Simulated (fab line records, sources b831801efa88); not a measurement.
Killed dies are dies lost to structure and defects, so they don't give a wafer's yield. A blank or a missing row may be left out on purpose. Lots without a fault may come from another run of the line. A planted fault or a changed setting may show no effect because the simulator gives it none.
Which tool did it? | flow sky130 | 24 lots, 72 wafers sampled, at 5 steps of a route of 708

WHAT THE GAUGES READ, wafer by wafer
SKY_METAL2_THK_MEAS_06: measures by xrf. Usual: METAL2_ALCU_THK 247 nm, standard deviation 3.9.
lot  | measured     | on            | METAL2_ALCU_THK (nm) | flag
L074 | day 34 02:59 | film_metro-02 | 251 253 254          |
L075 | day 34 04:26 | film_metro-04 | 244 246 250          |
L076 | day 34 20:14 | film_metro-02 | 248 248 249          |
L077 | day 35 01:53 | film_metro-03 | 252 255 248          |
L078 | day 35 04:13 | film_metro-03 | 248 250 251          |
L080 | day 35 23:04 | film_metro-02 | 248 251 247          |
L079 | day 36 02:45 | film_metro-03 | 251 252 250          |
L081 | day 37 01:11 | film_metro-03 | 248 252 255          |
L082 | day 37 01:31 | film_metro-04 | 247 248 247          |
L083 | day 37 02:50 | film_metro-02 | 249 246 251          |
L084 | day 37 11:36 | film_metro-03 | 245 249 248          |
L085 | day 37 22:11 | film_metro-02 | 250 245 248          |
L086 | day 38 06:17 | film_metro-04 | 243 241 243          |
L087 | day 38 11:19 | film_metro-02 | 250 245 248          |
L088 | day 38 12:40 | film_metro-03 | 246 239 245          |
L089 | day 38 20:51 | film_metro-03 | 249 246 250          |
L090 | day 39 03:00 | film_metro-04 | 246 244 248          |
L091 | day 39 10:15 | film_metro-03 | 245 250 247          |
L092 | day 39 20:26 | film_metro-03 | 246 247 242          |
L093 | day 40 02:31 | film_metro-03 | 244 251 251          |
L094 | day 40 04:28 | film_metro-04 | 241 244 246          |
L095 | day 40 08:34 | film_metro-04 | 237 247 243          |
L096 | day 40 14:55 | film_metro-03 | 243 248 243          |
L097 | day 41 01:41 | film_metro-02 | 243 241 245          |

SKY_CAP2M_OVL_MEAS_12. Usual: CAP2M_OVL 0.3 nm, standard deviation 1.4.
lot  | measured     | on         | CAP2M_OVL (nm) | flag
L074 | day 40 20:39 | overlay-01 | 0.6 -0.3 0.1   |
L075 | day 40 21:32 | overlay-01 | 0.8 2.1 -0.4   |
L076 | day 41 09:56 | overlay-01 | -0.5 -0.4 -0.7 |
L077 | day 41 18:17 | overlay-02 | -1.2 -1.7 -0.3 |
L078 | day 41 19:22 | overlay-02 | 1.3 -0.3 1.9   |
L080 | day 42 12:05 | overlay-02 | 0.0 1.4 0.1    |
L079 | day 42 15:25 | overlay-01 | 1.3 1.6 0.7    |
L081 | day 43 09:22 | overlay-01 | -3.7 -1.6 -2.1 |
L082 | day 43 11:04 | overlay-02 | 1.8 1.0 0.2    |
L083 | day 43 12:32 | overlay-01 | -1.7 0.4 -0.3  |
L084 | day 43 19:00 | overlay-02 | 1.6 1.0 2.4    |
L085 | day 44 04:20 | overlay-01 | -3.1 -0.1 -0.9 |
L086 | day 44 12:11 | overlay-02 | -0.3 0.6 1.0   |
L087 | day 44 17:28 | overlay-02 | 0.4 0.8 -2.4   |
L088 | day 44 17:29 | overlay-01 | 0.3 0.1 0.9    |
L089 | day 44 22:58 | overlay-02 | 1.5 3.1 2.1    |
L090 | day 45 07:26 | overlay-02 | 1.9 0.7 1.6    |
L091 | day 45 12:44 | overlay-01 | 0.0 0.4 1.7    |
L092 | day 45 21:07 | overlay-02 | -2.3 -0.9 0.1  |
L093 | day 46 02:34 | overlay-01 | 0.6 0.0 1.0    |
L094 | day 46 03:09 | overlay-01 | -1.1 -0.1 1.9  |
L095 | day 46 07:46 | overlay-02 | 1.9 0.7 2.5    |
L096 | day 46 12:56 | overlay-02 | -0.3 0.2 -0.4  |
L097 | day 46 22:49 | overlay-02 | -1.5 0.2 -0.7  |

WHICH TOOL RAN EACH LOT (tool, then ch and the chambers of the sampled wafers, then the start)
lot  | SKY_VIA1_STRIP_16                    | SKY_METAL2_SPUTTER_01        | SKY_VIA2_STRIP_16
L074 | plasma_asher-03 ch 0,1, day 34 01:25 | pvd_sputter-03, day 34 02:46 | plasma_asher-03 ch 0,1, day 36 10:18
L075 | plasma_asher-03 ch 0,1, day 34 02:36 | pvd_sputter-02, day 34 04:11 | plasma_asher-04 ch 0,1, day 36 11:08
L076 | plasma_asher-03 ch 0,1, day 34 18:40 | pvd_sputter-03, day 34 20:01 | plasma_asher-04 ch 0,1, day 37 02:08
L077 | plasma_asher-02 ch 0,1, day 35 00:18 | pvd_sputter-04, day 35 01:40 | plasma_asher-04 ch 0,1, day 37 09:04
L078 | plasma_asher-02 ch 0,1, day 35 02:43 | pvd_sputter-04, day 35 03:58 | plasma_asher-04 ch 0, day 37 10:00
L080 | plasma_asher-01 ch 0,1, day 35 21:32 | pvd_sputter-04, day 35 22:48 | plasma_asher-04 ch 0,1, day 38 05:12
L079 | plasma_asher-03 ch 0, day 36 00:40   | pvd_sputter-03, day 36 02:30 | plasma_asher-02 ch 0,1, day 38 08:04
L081 | plasma_asher-01 ch 0,1, day 36 23:17 | pvd_sputter-03, day 37 00:56 | plasma_asher-02 ch 0,1, day 39 06:30
L082 | plasma_asher-01 ch 0,1, day 37 00:02 | pvd_sputter-04, day 37 01:16 | plasma_asher-04 ch 0,1, day 39 06:51
L083 | plasma_asher-01 ch 0,1, day 37 01:22 | pvd_sputter-03, day 37 02:37 | plasma_asher-04 ch 0,1, day 39 07:20
L084 | plasma_asher-02 ch 0,1, day 37 10:07 | pvd_sputter-02, day 37 11:22 | plasma_asher-02 ch 0,1, day 39 16:32
L085 | plasma_asher-03 ch 0,1, day 37 20:40 | pvd_sputter-03, day 37 21:56 | plasma_asher-02 ch 0,1, day 40 02:04
L086 | plasma_asher-01 ch 0, day 38 04:48   | pvd_sputter-02, day 38 06:03 | plasma_asher-04 ch 0, day 40 10:10
L087 | plasma_asher-01 ch 0,1, day 38 09:29 | pvd_sputter-03, day 38 11:03 | plasma_asher-02 ch 0,1, day 40 14:16
L088 | plasma_asher-02 ch 0,1, day 38 10:49 | pvd_sputter-02, day 38 12:25 | plasma_asher-03 ch 0,1, day 40 15:10
L089 | plasma_asher-02 ch 0,1, day 38 19:21 | pvd_sputter-03, day 38 20:36 | plasma_asher-02 ch 0,1, day 40 22:44
L090 | plasma_asher-02 ch 0,1, day 39 01:10 | pvd_sputter-03, day 39 02:46 | plasma_asher-03 ch 0,1, day 41 06:19
L091 | plasma_asher-01 ch 0,1, day 39 08:40 | pvd_sputter-03, day 39 10:01 | plasma_asher-03 ch 0,1, day 41 12:11
L092 | plasma_asher-02 ch 0,1, day 39 18:25 | pvd_sputter-02, day 39 20:11 | plasma_asher-03 ch 1, day 41 21:59
L093 | plasma_asher-02 ch 1, day 40 00:58   | pvd_sputter-03, day 40 02:17 | plasma_asher-02 ch 0,1, day 42 03:52
L094 | plasma_asher-01 ch 0,1, day 40 02:40 | pvd_sputter-04, day 40 04:13 | plasma_asher-03 ch 0, day 42 06:07
L095 | plasma_asher-02 ch 0,1, day 40 07:02 | pvd_sputter-02, day 40 08:17 | plasma_asher-03 ch 0,1, day 42 09:22
L096 | plasma_asher-02 ch 0,1, day 40 13:26 | pvd_sputter-03, day 40 14:39 | plasma_asher-03 ch 0,1, day 42 16:24
L097 | plasma_asher-03 ch 0,1, day 41 00:12 | pvd_sputter-03, day 41 01:27 | plasma_asher-03 ch 0,1, day 43 02:59
- SKY_VIA1_STRIP_16: strips in O2/N2.
- SKY_METAL2_SPUTTER_01: material TiN, target thk 20 nm, time 16.7 s.
- SKY_VIA2_STRIP_16: strips in O2/N2.

WHAT THE TOOLS THEMSELVES READ (means of the sampled wafers that have a number; where no wafer has one, the mark that the record gives instead)
SKY_VIA1_STRIP_16. Usual: drypump_motor_current_A 5.6 A, standard deviation 0.64; o2_flow_sccm 3001 sccm, standard deviation 7.8; oes_product_au 0.415 a.u., standard deviation 0.004; strip_time_to_endpoint_s 4.435 s, standard deviation 0.029.
lot  | tool            | drypump_motor_current_A (A) | o2_flow_sccm (sccm) | oes_product_au (a.u.) | strip_time_to_endpoint_s (s) | flag
L074 | plasma_asher-03 | 5.7                         | 2996                | 0.416                 | 4.455                        |
L075 | plasma_asher-03 | 5.6                         | 2998                | 0.417                 | 4.420                        |
L076 | plasma_asher-03 | 5.5                         | 2989                | 0.416                 | 4.446                        |
L077 | plasma_asher-02 | 5.7                         | 3004                | 0.419                 | 4.455                        |
L078 | plasma_asher-02 | 5.2                         | 3004                | 0.416                 | 4.449                        |
L080 | plasma_asher-01 | 5.6                         | 2989                | 0.415                 | 4.452                        |
L079 | plasma_asher-03 | 5.5                         | 3010                | 0.418                 | 4.427                        |
L081 | plasma_asher-01 | 6.1                         | 3009                | 0.415                 | 4.419                        |
L082 | plasma_asher-01 | 5.5                         | 3007                | 0.415                 | 4.402                        |
L083 | plasma_asher-01 | 6.0                         | 3009                | 0.418                 | 4.481                        |
L084 | plasma_asher-02 | 5.7                         | 3007                | 0.415                 | 4.397                        |
L085 | plasma_asher-03 | 5.6                         | 3006                | 0.411                 | 4.417                        |
L086 | plasma_asher-01 | 6.5                         | 2986                | 0.414                 | 4.433                        |
L087 | plasma_asher-01 | 5.5                         | 3004                | 0.418                 | 4.458                        |
L088 | plasma_asher-02 | 5.2                         | 3003                | 0.419                 | 4.455                        |
L089 | plasma_asher-02 | 5.7                         | 3001                | 0.416                 | 4.429                        |
L090 | plasma_asher-02 | 5.2                         | 2998                | 0.414                 | 4.425                        |
L091 | plasma_asher-01 | 6.0                         | 3003                | 0.417                 | 4.416                        |
L092 | plasma_asher-02 | 5.6                         | 3000                | 0.411                 | 4.444                        |
L093 | plasma_asher-02 | 4.8                         | 2997                | 0.418                 | 4.454                        |
L094 | plasma_asher-01 | 5.5                         | 2997                | 0.416                 | 4.414                        |
L095 | plasma_asher-02 | 5.6                         | 2997                | 0.416                 | 4.435                        |
L096 | plasma_asher-02 | 5.2                         | 3007                | 0.419                 | 4.460                        |
L097 | plasma_asher-03 | 5.6                         | 3006                | 0.416                 | 4.452                        |

SKY_METAL2_SPUTTER_01. Usual: throttle_valve_pct 30.5 %, standard deviation 0.6.
lot  | tool           | throttle_valve_pct (%) | flag
L074 | pvd_sputter-03 | 30.9                   |
L075 | pvd_sputter-02 | 29.9                   |
L076 | pvd_sputter-03 | 30.8                   |
L077 | pvd_sputter-04 | 30.1                   |
L078 | pvd_sputter-04 | 29.9                   |
L080 | pvd_sputter-04 | 29.9                   |
L079 | pvd_sputter-03 | 31.3                   |
L081 | pvd_sputter-03 | 30.9                   |
L082 | pvd_sputter-04 | 30.0                   |
L083 | pvd_sputter-03 | 31.2                   |
L084 | pvd_sputter-02 | 29.8                   |
L085 | pvd_sputter-03 | 31.1                   |
L086 | pvd_sputter-02 | 29.5                   |
L087 | pvd_sputter-03 | 30.9                   |
L088 | pvd_sputter-02 | 29.7                   |
L089 | pvd_sputter-03 | 31.0                   |
L090 | pvd_sputter-03 | 31.1                   |
L091 | pvd_sputter-03 | 30.8                   |
L092 | pvd_sputter-02 | 29.8                   |
L093 | pvd_sputter-03 | 30.8                   |
L094 | pvd_sputter-04 | 30.2                   |
L095 | pvd_sputter-02 | 30.2                   |
L096 | pvd_sputter-03 | 30.7                   |
L097 | pvd_sputter-03 | 30.9                   |

SKY_VIA2_STRIP_16. Usual: drypump_motor_current_A 5.8 A, standard deviation 0.53; o2_flow_sccm 3000 sccm, standard deviation 8.1; oes_product_au 0.400 a.u., standard deviation 0.005; strip_time_to_endpoint_s 4.08 s, standard deviation 0.033.
lot  | tool            | drypump_motor_current_A (A) | o2_flow_sccm (sccm) | oes_product_au (a.u.) | strip_time_to_endpoint_s (s) | flag
L074 | plasma_asher-03 | 5.7                         | 3003                | 0.401                 | 4.08                         |
L075 | plasma_asher-04 | 6.3                         | 3002                | 0.395                 | 4.06                         |
L076 | plasma_asher-04 | 6.3                         | 2991                | 0.397                 | 4.06                         |
L077 | plasma_asher-04 | 6.3                         | 3002                | 0.396                 | 4.08                         |
L078 | plasma_asher-04 | 6.4                         | 3001                | 0.399                 | 4.13                         |
L080 | plasma_asher-04 | 6.3                         | 3008                | 0.402                 | 4.07                         |
L079 | plasma_asher-02 | 5.2                         | 3002                | 0.403                 | 4.06                         |
L081 | plasma_asher-02 | 5.7                         | 3003                | 0.401                 | 4.09                         |
L082 | plasma_asher-04 | 6.3                         | 3000                | 0.403                 | 4.12                         |
L083 | plasma_asher-04 | 6.3                         | 2999                | 0.394                 | 4.07                         |
L084 | plasma_asher-02 | 5.7                         | 2993                | 0.402                 | 4.10                         |
L085 | plasma_asher-02 | 5.6                         | 3015                | 0.401                 | 4.10                         |
L086 | plasma_asher-04 | 6.4                         | 2997                | 0.393                 | 4.05                         |
L087 | plasma_asher-02 | 5.2                         | 3000                | 0.397                 | 4.07                         |
L088 | plasma_asher-03 | 5.7                         | 3002                | 0.400                 | 4.06                         |
L089 | plasma_asher-02 | 5.6                         | 2997                | 0.398                 | 4.07                         |
L090 | plasma_asher-03 | 5.7                         | 2996                | 0.401                 | 4.09                         |
L091 | plasma_asher-03 | 5.5                         | 2992                | 0.399                 | 4.07                         |
L092 | plasma_asher-03 | 5.8                         | 3003                | 0.403                 | 4.08                         |
L093 | plasma_asher-02 | 5.7                         | 2994                | 0.403                 | 4.09                         |
L094 | plasma_asher-03 | 5.5                         | 3008                | 0.402                 | 4.08                         |
L095 | plasma_asher-03 | 5.6                         | 2994                | 0.403                 | 4.08                         |
L096 | plasma_asher-03 | 5.7                         | 2997                | 0.410                 | 4.12                         |
L097 | plasma_asher-03 | 5.7                         | 3001                | 0.399                 | 4.08                         |

THE ANSWER, worked out from the rows above alone
Rule: a lot is off if the mean of its wafers that have a number lies more than 3 standard deviations from the usual mean. A lot without any number at a reading at which 4 lots or more have one is off too. The other lots that the step has rows for count as sound. The gauges are gone through in route order, then the tools' own readings, and for those a lot's mean is taken as printed above. The first step at which some lot is off is used, and at that step the reading that is off furthest; a lot without a number counts as furthest.
No lot is off at any reading shown: from this, nothing can be told.

WHAT THE SIMULATOR HAD PUT IN
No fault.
